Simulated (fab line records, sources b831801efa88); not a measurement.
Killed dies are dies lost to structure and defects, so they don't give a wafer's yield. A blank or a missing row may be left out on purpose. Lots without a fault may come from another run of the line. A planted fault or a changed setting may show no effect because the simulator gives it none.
Which tool did it? | flow gf180mcu | 10 lots, 30 wafers sampled, at 6 steps of a route of 602

WHAT THE GAUGES READ, wafer by wafer
GF_M2_OVL_MEAS_15. Usual: M2_OVL -2 nm, standard deviation 5.2.
lot  | measured     | on         | M2_OVL (nm) | flag
L867 | day 19 14:40 | overlay-01 | 3 7 4       |
L870 | day 20 17:01 | overlay-01 | -2 -3 -2    |
L871 | day 21 03:08 | overlay-02 | -3 -4 -5    |
L876 | day 23 01:28 | overlay-02 | 1 1 3       |
L878 | day 23 17:35 | overlay-02 | -2 -6 -2    |
L881 | day 24 15:24 | overlay-01 | -1 4 4      |
L883 | day 25 06:19 | overlay-01 | 0 -5 -6     |
L887 | day 26 13:50 | overlay-01 | -4 -9 -10   |
L888 | day 26 23:06 | overlay-01 | -3 -6 -7    |
L889 | day 27 06:25 | overlay-02 | -7 -4 -5    |

GF_V2_CD_MEAS_14: target cd 260 nm. Usual: cd_nm 259.4 nm, standard deviation 1.4.
lot  | measured     | on        | cd_nm (nm)        | flag
L867 | day 20 18:16 | cd_sem-01 | 259.1 259.4 258.4 |
L870 | day 21 18:47 | cd_sem-01 | 259.3 258.9 257.7 |
L871 | day 22 03:45 | cd_sem-02 | 259.0 259.8 259.1 |
L876 | day 24 00:59 | cd_sem-02 | 260.5 259.7 260.5 |
L878 | day 24 17:35 | cd_sem-01 | 260.7 261.3 261.8 |
L881 | day 25 13:55 | cd_sem-02 | 258.1 258.0 258.0 |
L883 | day 26 04:23 | cd_sem-02 | 258.8 259.7 260.2 |
L887 | day 27 11:29 | cd_sem-01 | 259.2 260.5 259.1 |
L888 | day 27 20:35 | cd_sem-01 | 258.4 259.5 259.7 |
L889 | day 28 03:25 | cd_sem-02 | 261.0 259.4 259.0 |

GF_V2_RS_MEAS_24: measures by four-point-probe. Usual: V2_W_RS 0.329 ohm/sq, standard deviation 0.0035.
lot  | measured     | on            | V2_W_RS (ohm/sq)                    | flag
L867 | day 20 19:17 | film_metro-01 | 0.326 0.329 0.324                   |
L870 | day 21 19:49 | film_metro-04 | 0.323 0.328 0.330                   |
L871 | day 22 04:49 | film_metro-03 | 0.326 0.326 0.324                   |
L876 | day 24 02:01 | film_metro-04 | 0.329 0.330 0.448 0.329 0.330 0.448 | OFF
L878 | day 24 18:37 | film_metro-03 | 0.321 0.436 0.433 0.320 0.436 0.433 | OFF
L881 | day 25 14:56 | film_metro-01 | 0.333 0.333 0.330                   |
L883 | day 26 05:25 | film_metro-03 | 0.333 0.330 0.331                   |
L887 | day 27 12:31 | film_metro-01 | 0.334 0.331 0.331                   |
L888 | day 27 21:37 | film_metro-03 | 0.332 0.330 0.332                   |
L889 | day 28 04:28 | film_metro-01 | 0.331 0.334 0.328                   |

GF_V2_THK_MEAS_25: measures by xrf. Usual: V2_W_THK 348 nm, standard deviation 4.8.
lot  | measured     | on            | V2_W_THK (nm)           | flag
L867 | day 20 19:25 | film_metro-01 | 347 345 350             |
L870 | day 21 19:55 | film_metro-04 | 351 348 347             |
L871 | day 22 04:56 | film_metro-03 | 352 353 355             |
L876 | day 24 09:04 | film_metro-04 | 347 344 254 344 345 253 | OFF
L878 | day 24 23:37 | film_metro-03 | 356 262 265 356 262 266 | OFF
L881 | day 25 15:04 | film_metro-01 | 342 342 346             |
L883 | day 26 05:32 | film_metro-03 | 344 348 344             |
L887 | day 27 12:38 | film_metro-01 | 343 345 345             |
L888 | day 27 21:44 | film_metro-03 | 347 351 349             |
L889 | day 28 04:34 | film_metro-01 | 346 343 350             |

WHICH TOOL RAN EACH LOT (tool, then ch and the chambers of the sampled wafers, then the start)
lot  | GF_V2_CVD_02                    | GF_V2_CVD_23
L867 | pecvd-03 ch 0,1,2, day 19 15:34 | cvd_w-01 ch 0,1, day 20 19:11
L870 | pecvd-02 ch 0,1,2, day 20 17:50 | cvd_w-01 ch 0,1, day 21 19:40
L871 | pecvd-01 ch 0,1,2, day 21 03:57 | cvd_w-01 ch 0, day 22 04:41
L876 | pecvd-02 ch 1,2, day 23 02:16   | cvd_w-01 ch 0,1, day 24 01:53
L878 | pecvd-03 ch 0,1, day 23 18:24   | cvd_w-01 ch 0,1, day 24 18:29
L881 | pecvd-01 ch 0,1,2, day 24 16:13 | cvd_w-02 ch 0,1, day 25 14:50
L883 | pecvd-02 ch 0,1,2, day 25 07:08 | cvd_w-02 ch 0,1, day 26 05:18
L887 | pecvd-02 ch 0,1,2, day 26 14:41 | cvd_w-02 ch 0,1, day 27 12:24
L888 | pecvd-03 ch 1,2, day 26 23:56   | cvd_w-01 ch 1, day 27 21:30
L889 | pecvd-01 ch 0,1,2, day 27 07:13 | cvd_w-02 ch 0, day 28 04:19
- GF_V2_CVD_02: deposits SiO2 from TEOS, target thk 850 nm, time 94.851 s.
- GF_V2_CVD_23: deposits W, target thk 350 nm, time 104.94 s.

WHAT THE TOOLS THEMSELVES READ (means of the sampled wafers that have a number; where no wafer has one, the mark that the record gives instead)
GF_V2_CVD_02. Usual: heater_power_outer_w 367 W, standard deviation 70; heater_power_w 662 W, standard deviation 110; susceptor_temp_C 399.97 C, standard deviation 0.22.
lot  | tool     | heater_power_outer_w (W) | heater_power_w (W) | susceptor_temp_C (C) | flag
L867 | pecvd-03 | 350                      | 646                | 399.84               |
L870 | pecvd-02 | 338                      | 627                | 399.92               |
L871 | pecvd-01 | 390                      | 689                | 399.94               |
L876 | pecvd-02 | 405                      | 718                | 399.99               |
L878 | pecvd-03 | 314                      | 548                | 400.08               |
L881 | pecvd-01 | 415                      | 712                | 400.17               |
L883 | pecvd-02 | 339                      | 627                | 400.01               |
L887 | pecvd-02 | 385                      | 687                | 399.78               |
L888 | pecvd-03 | 306                      | 573                | 399.91               |
L889 | pecvd-01 | 426                      | 737                | 399.89               |

GF_V2_CVD_23. Usual: heater_power_outer_w 565 W, standard deviation 45; heater_power_w 898 W, standard deviation 57; susceptor_temp_C 400.00 C, standard deviation 0.24.
lot  | tool     | heater_power_outer_w (W) | heater_power_w (W) | susceptor_temp_C (C) | flag
L867 | cvd_w-01 | 531                      | 915                | 399.90               |
L870 | cvd_w-01 | 583                      | 936                | 399.86               |
L871 | cvd_w-01 | 625                      | 1008               | 399.74               |
L876 | cvd_w-01 | 567                      | 923                | 394.61               | OFF
L878 | cvd_w-01 | 505                      | 848                | 388.86               | OFF
L881 | cvd_w-02 | 584                      | 867                | 400.01               |
L883 | cvd_w-02 | 575                      | 878                | 399.89               |
L887 | cvd_w-02 | 575                      | 888                | 400.07               |
L888 | cvd_w-01 | 490                      | 874                | 400.12               |
L889 | cvd_w-02 | 579                      | 876                | 400.31               |

THE ANSWER, worked out from the rows above alone
Rule: a lot is off if the mean of its wafers that have a number lies more than 3 standard deviations from the usual mean. A lot without any number at a reading at which 4 lots or more have one is off too. The other lots that the step has rows for count as sound. The gauges are gone through in route order, then the tools' own readings, and for those a lot's mean is taken as printed above. The first step at which some lot is off is used, and at that step the reading that is off furthest; a lot without a number counts as furthest.
Off: L876, L878, at GF_V2_RS_MEAS_24 (V2_W_RS).
A tool fits if, at a process step before that reading, it ran every lot that is off, and no sound lot after the first of them. The gauges at GF_V2_RS_MEAS_24 aren't tried: what is off there is off at GF_V2_CVD_23 too, on other tools, and a gauge's error can't cause that. None of those tried fits.

WHAT THE SIMULATOR HAD PUT IN
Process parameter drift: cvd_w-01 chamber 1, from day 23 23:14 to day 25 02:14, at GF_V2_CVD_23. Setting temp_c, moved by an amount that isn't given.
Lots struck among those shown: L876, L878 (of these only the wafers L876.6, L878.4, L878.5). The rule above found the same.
